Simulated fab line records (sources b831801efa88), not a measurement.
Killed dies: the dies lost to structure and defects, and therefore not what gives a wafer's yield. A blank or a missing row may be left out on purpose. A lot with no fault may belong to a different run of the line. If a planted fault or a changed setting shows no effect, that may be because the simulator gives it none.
Which tool did it? / flow gf180mcu / 12 lots with 36 wafers sampled at 3 steps, on a route of 602 steps

WHAT THE GAUGES SHOWED, per wafer
GF_VT_IMPLANT_OVL_MEAS_18.
lot=L202; measured=day 6 04:27; on=overlay-01; VT_IMPLANT_01_OVL (nm)=0.4 1.8 -0.2
lot=L203; measured=day 6 14:36; on=overlay-01; VT_IMPLANT_01_OVL (nm)=1.9 0.4 1.5
lot=L204; measured=day 6 19:04; on=overlay-02; VT_IMPLANT_01_OVL (nm)=0.5 -0.6 -2.4
lot=L205; measured=day 7 00:10; on=overlay-02; VT_IMPLANT_01_OVL (nm)=2.3 1.8 0.8
lot=L207; measured=day 7 13:41; on=overlay-01; VT_IMPLANT_01_OVL (nm)=3.1 2.1 4.7
lot=L215; measured=day 9 14:59; on=overlay-02; VT_IMPLANT_01_OVL (nm)=3.3 0.6 0.1
lot=L217; measured=day 10 06:50; on=overlay-02; VT_IMPLANT_01_OVL (nm)=1.0 0.8 0.6
lot=L219; measured=day 10 22:56; on=overlay-01; VT_IMPLANT_01_OVL (nm)=2.8 2.8 1.9
lot=L221; measured=day 11 10:00; on=overlay-01; VT_IMPLANT_01_OVL (nm)=3.3 3.1 1.4
lot=L223; measured=day 12 00:00; on=overlay-02; VT_IMPLANT_01_OVL (nm)=3.1 2.6 3.2
lot=L224; measured=day 12 06:52; on=overlay-02; VT_IMPLANT_01_OVL (nm)=2.3 0.5 2.0
lot=L225; measured=day 12 14:40; on=overlay-02; VT_IMPLANT_01_OVL (nm)=0.9 -0.1 0.9

WHICH TOOL RAN EACH LOT (tool, then ch and the chambers of the sampled wafers, then the start)
lot=L202; GF_STI_ETCH_13=rie_diel-03 ch 1,2,3, day 2 01:49; GF_STI_STRIP_15=plasma_asher-01 ch 0,1, day 2 01:58
lot=L203; GF_STI_ETCH_13=rie_diel-01 ch 0,2,3, day 2 07:58; GF_STI_STRIP_15=plasma_asher-01 ch 0,1, day 2 08:07
lot=L204; GF_STI_ETCH_13=rie_diel-01 ch 1,2,3, day 2 11:42; GF_STI_STRIP_15=plasma_asher-03 ch 0,1, day 2 11:52
lot=L205; GF_STI_ETCH_13=rie_diel-01 ch 0,1, day 2 17:01; GF_STI_STRIP_15=plasma_asher-03 ch 0,1, day 2 17:10
lot=L207; GF_STI_ETCH_13=rie_diel-01 ch 0,1,3, day 3 03:02; GF_STI_STRIP_15=plasma_asher-01 ch 0,1, day 3 03:11
lot=L215; GF_STI_ETCH_13=rie_diel-03 ch 0,1,2, day 4 19:58; GF_STI_STRIP_15=plasma_asher-02 ch 0,1, day 4 20:07
lot=L217; GF_STI_ETCH_13=rie_diel-03 ch 0,1,2, day 5 07:48; GF_STI_STRIP_15=plasma_asher-03 ch 0,1, day 5 07:57
lot=L219; GF_STI_ETCH_13=rie_diel-03 ch 0,2, day 5 18:04; GF_STI_STRIP_15=plasma_asher-02 ch 0,1, day 5 18:15
lot=L221; GF_STI_ETCH_13=rie_diel-03 ch 2,3, day 6 02:57; GF_STI_STRIP_15=plasma_asher-02 ch 0,1, day 6 03:08
lot=L223; GF_STI_ETCH_13=rie_diel-01 ch 0,1,3, day 6 15:22; GF_STI_STRIP_15=plasma_asher-03 ch 0,1, day 6 15:33
lot=L224; GF_STI_ETCH_13=rie_diel-04 ch 0,1,2, day 6 21:55; GF_STI_STRIP_15=plasma_asher-02 ch 0, day 6 22:04
lot=L225; GF_STI_ETCH_13=rie_diel-01 ch 0,1,2, day 7 02:41; GF_STI_STRIP_15=plasma_asher-02 ch 0,1, day 7 02:50
- GF_STI_ETCH_13: etches the open film in CHF3/O2, stops on Si, target depth 282.31 nm, time 112.9 s.
- GF_STI_STRIP_15: strips in O2/N2.

AS READ BY THE TOOLS THEMSELVES (means over the sampled wafers that have a number; for cases with no such wafer, the mark the record gives instead)
GF_STI_ETCH_13.
lot=L202; tool=rie_diel-03; drypump_motor_current_A (A)=5.5; oes_product_au (a.u.)=0.842; run_length_s (s)=141.2; throttle_valve_pct (%)=8.818
lot=L203; tool=rie_diel-01; drypump_motor_current_A (A)=5.7; oes_product_au (a.u.)=0.834; run_length_s (s)=141.4; throttle_valve_pct (%)=8.807
lot=L204; tool=rie_diel-01; drypump_motor_current_A (A)=5.7; oes_product_au (a.u.)=0.834; run_length_s (s)=141.2; throttle_valve_pct (%)=8.809
lot=L205; tool=rie_diel-01; drypump_motor_current_A (A)=6.1; oes_product_au (a.u.)=0.882; run_length_s (s)=135.6; throttle_valve_pct (%)=8.829
lot=L207; tool=rie_diel-01; drypump_motor_current_A (A)=5.8; oes_product_au (a.u.)=0.881; run_length_s (s)=135.6; throttle_valve_pct (%)=8.833
lot=L215; tool=rie_diel-03; drypump_motor_current_A (A)=5.7; oes_product_au (a.u.)=0.844; run_length_s (s)=140.8; throttle_valve_pct (%)=8.805
lot=L217; tool=rie_diel-03; drypump_motor_current_A (A)=5.6; oes_product_au (a.u.)=0.827; run_length_s (s)=141.1; throttle_valve_pct (%)=8.814
lot=L219; tool=rie_diel-03; drypump_motor_current_A (A)=5.7; oes_product_au (a.u.)=0.836; run_length_s (s)=140.9; throttle_valve_pct (%)=8.818
lot=L221; tool=rie_diel-03; drypump_motor_current_A (A)=5.3; oes_product_au (a.u.)=0.835; run_length_s (s)=140.8; throttle_valve_pct (%)=8.802
lot=L223; tool=rie_diel-01; drypump_motor_current_A (A)=5.8; oes_product_au (a.u.)=0.833; run_length_s (s)=141.1; throttle_valve_pct (%)=8.811
lot=L224; tool=rie_diel-04; drypump_motor_current_A (A)=5.5; oes_product_au (a.u.)=0.836; run_length_s (s)=141.6; throttle_valve_pct (%)=8.811
lot=L225; tool=rie_diel-01; drypump_motor_current_A (A)=5.9; oes_product_au (a.u.)=0.842; run_length_s (s)=141.4; throttle_valve_pct (%)=8.815

GF_STI_STRIP_15.
lot=L202; tool=plasma_asher-01; drypump_motor_current_A (A)=6.0; heater_power_w (W)=346; oes_product_au (a.u.)=0.386; strip_time_to_endpoint_s (s)=3.74
lot=L203; tool=plasma_asher-01; drypump_motor_current_A (A)=6.0; heater_power_w (W)=346; oes_product_au (a.u.)=0.387; strip_time_to_endpoint_s (s)=3.75
lot=L204; tool=plasma_asher-03; drypump_motor_current_A (A)=5.3; heater_power_w (W)=341; oes_product_au (a.u.)=0.382; strip_time_to_endpoint_s (s)=3.75
lot=L205; tool=plasma_asher-03; drypump_motor_current_A (A)=5.3; heater_power_w (W)=333; oes_product_au (a.u.)=0.387; strip_time_to_endpoint_s (s)=3.81
lot=L207; tool=plasma_asher-01; drypump_motor_current_A (A)=6.0; heater_power_w (W)=346; oes_product_au (a.u.)=0.386; strip_time_to_endpoint_s (s)=3.85
lot=L215; tool=plasma_asher-02; drypump_motor_current_A (A)=5.9; heater_power_w (W)=303; oes_product_au (a.u.)=0.388; strip_time_to_endpoint_s (s)=3.72
lot=L217; tool=plasma_asher-03; drypump_motor_current_A (A)=5.4; heater_power_w (W)=329; oes_product_au (a.u.)=0.387; strip_time_to_endpoint_s (s)=3.81
lot=L219; tool=plasma_asher-02; drypump_motor_current_A (A)=6.1; heater_power_w (W)=314; oes_product_au (a.u.)=0.386; strip_time_to_endpoint_s (s)=3.77
lot=L221; tool=plasma_asher-02; drypump_motor_current_A (A)=5.9; heater_power_w (W)=304; oes_product_au (a.u.)=0.388; strip_time_to_endpoint_s (s)=3.78
lot=L223; tool=plasma_asher-03; drypump_motor_current_A (A)=5.3; heater_power_w (W)=342; oes_product_au (a.u.)=0.383; strip_time_to_endpoint_s (s)=3.78
lot=L224; tool=plasma_asher-02; drypump_motor_current_A (A)=6.2; heater_power_w (W)=315; oes_product_au (a.u.)=0.387; strip_time_to_endpoint_s (s)=3.78
lot=L225; tool=plasma_asher-02; drypump_motor_current_A (A)=5.9; heater_power_w (W)=304; oes_product_au (a.u.)=0.384; strip_time_to_endpoint_s (s)=3.79

THE ANSWER, worked out from the rows above alone
Rule: the usual values come from the lots themselves. The widest of any qualifying gaps counts: lots, ordered by their means at a reading, are off when they make up no more than a third of the lots, leave a main group of 4 or more, and stand apart from it by 3 or more times the standard deviation of that group's means. A main group whose means are all the same, to the digits that the tables above print for the reading, isn't used. Also off: a lot with no number at a reading for which 4 or more lots have one. The other lots that the step has rows for count as sound. Order of review: gauges by route order, followed by the tools' own readings, for which a lot's mean as printed above is used. At the first step where some lot is off, the reading lying furthest off is the one used; lots without a number count as furthest.
Off: L205, L207 (GF_STI_ETCH_13, run_length_s). Main group: mean 141.2 s, sd 0.25.
A tool fits if, at that step or a process step before it, it ran every lot that is off, and no sound lot after the first of them. Of those tried, none fits.

WHAT THE SIMULATOR HAD INSERTED
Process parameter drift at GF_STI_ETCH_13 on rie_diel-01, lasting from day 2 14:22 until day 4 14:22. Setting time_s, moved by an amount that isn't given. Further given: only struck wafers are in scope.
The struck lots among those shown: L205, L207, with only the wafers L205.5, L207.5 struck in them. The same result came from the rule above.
